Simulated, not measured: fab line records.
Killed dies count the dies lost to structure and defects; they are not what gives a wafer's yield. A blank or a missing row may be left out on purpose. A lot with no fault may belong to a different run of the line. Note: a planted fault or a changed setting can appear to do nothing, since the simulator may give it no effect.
Struck lot and sound lot, side by side    flow sky130    18 steps out of a route of 708
Sound: these wafers, L464.3, L464.4, L464.6. Struck: wafers L479.2, L479.4, L479.5. At the end, the cause is stated.
For every step that has rows: the tool of each side, followed by ch and its chambers, followed by its first start. Under that, the readings that differ: sound wafers    struck wafers    difference of the means    sigmas: that difference in standard deviations of wafers without a fault.
alike: readings whose means differ by less than 2 such deviations, and words and numbers that are the same on both sides. not compared: withheld readings, readings that some wafer has no value for, bounds like >300 that may hide the same value, and numbers for which the record gives no deviation and whose values overlap.
Wherever a step has rows on one side only, a row that says differs or no value, or a row with sigmas, the two part there. Non-overlapping numbers with no deviation appear without sigmas and do not part them. Lack of a reading on every wafer of one side parts them only where that side has two or more wafers.

first, 1 step without rows for these wafers: SKY_LOCAL_INTERCONNECT_CLEAN_18 (cleans in O3/DIW).
SKY_CONTACT_CVD_00: deposits Si3N4, target thk 75 nm.
  sound on pecvd-04 ch 0,1,2, day 32 15:26; struck on pecvd-02 ch 0,1,2, day 37 10:43
  alike: heater power w
SKY_CONTACT_THK_MEAS_01:
  sound on film metro-02, day 32 15:29; struck on film metro-04, day 37 10:46
  alike: CONTACT_CVD_00_THK
then, 1 step without rows for these wafers: SKY_CONTACT_HDPCVD_02 (deposits SiO2, target thk 565 nm, time 94.2 s).
SKY_CONTACT_THK_MEAS_03:
  sound on film metro-02, day 32 15:37; struck on film metro-02, day 37 10:53
  alike: CONTACT_HDPCVD_THK
SKY_CONTACT_CMP_04: polishes SiO2.
  sound on cmp-01 ch 1,3, day 32 15:39; struck on cmp-02 ch 0,1,2, day 37 11:02
reading                 sound     struck    difference  sigmas
time to endpoint s (s)  85 89 87  84 74 73  -10         -2
  alike: motor current A
SKY_CONTACT_BOW_MEAS_05:
  sound on film metro-04, day 32 15:59; struck on film metro-03, day 37 11:16
  alike: CONTACT_BOW
then, 5 steps without rows for these wafers: SKY_CONTACT_DEHYDRATE_06 (time 60 s); SKY_CONTACT_HMDS_07 (prime time 60 s); SKY_CONTACT_COAT_08 (resist thk 60 nm); SKY_CONTACT_COAT_09 (resist thk 450 nm); SKY_CONTACT_SOFTBAKE_10 (time 90 s).
SKY_CONTACT_EXPOSE_11: exposes mask CTM1, target cd 170 nm.
  sound on krf scanner-02 ch 0, day 33 05:47; struck on krf scanner-01 ch 0, day 38 00:32
reading                          sound              struck          difference  sigmas
model.CONTACT.overlay x nm (nm)  3.124 3.124 3.124  51.7 51.7 51.7  +48.6       
  alike: mask
then, 2 steps without rows for these wafers: SKY_CONTACT_PEB_12; SKY_CONTACT_DEVELOP_13 (develop time 60 s).
SKY_CONTACT_CD_MEAS_14: target cd 170 nm.
  sound on cd sem-01, day 33 19:49; struck on cd sem-02, day 38 12:35
  alike: cd nm
SKY_CONTACT_OVL_MEAS_15:
  sound on overlay-01, day 33 19:54; struck on overlay-01, day 38 12:41
reading           sound     struck    difference  sigmas
CONTACT_OVL (nm)  -2 -5 -6  38 40 44  +45         +9
SKY_CONTACT_ETCH_16: etches BARC in N2/H2, stops on SiO2, time 45.9 s, target depth 60 nm.
  sound on rie diel-03 ch 1,2, day 33 19:55; struck on rie diel-03 ch 0,1, day 38 12:43
reading                sound              struck             difference  sigmas
oes product au (a.u.)  0.851 0.851 0.852  0.857 0.865 0.863  +0.010      +2
  alike: bias w, drypump motor current A, throttle valve pct
  not compared: rf hours counter h

WHERE THEY PART
Last at SKY_CONTACT_ETCH_16 as far as this record goes, first at SKY_CONTACT_CMP_04.

WHY: what had been put in by the simulator
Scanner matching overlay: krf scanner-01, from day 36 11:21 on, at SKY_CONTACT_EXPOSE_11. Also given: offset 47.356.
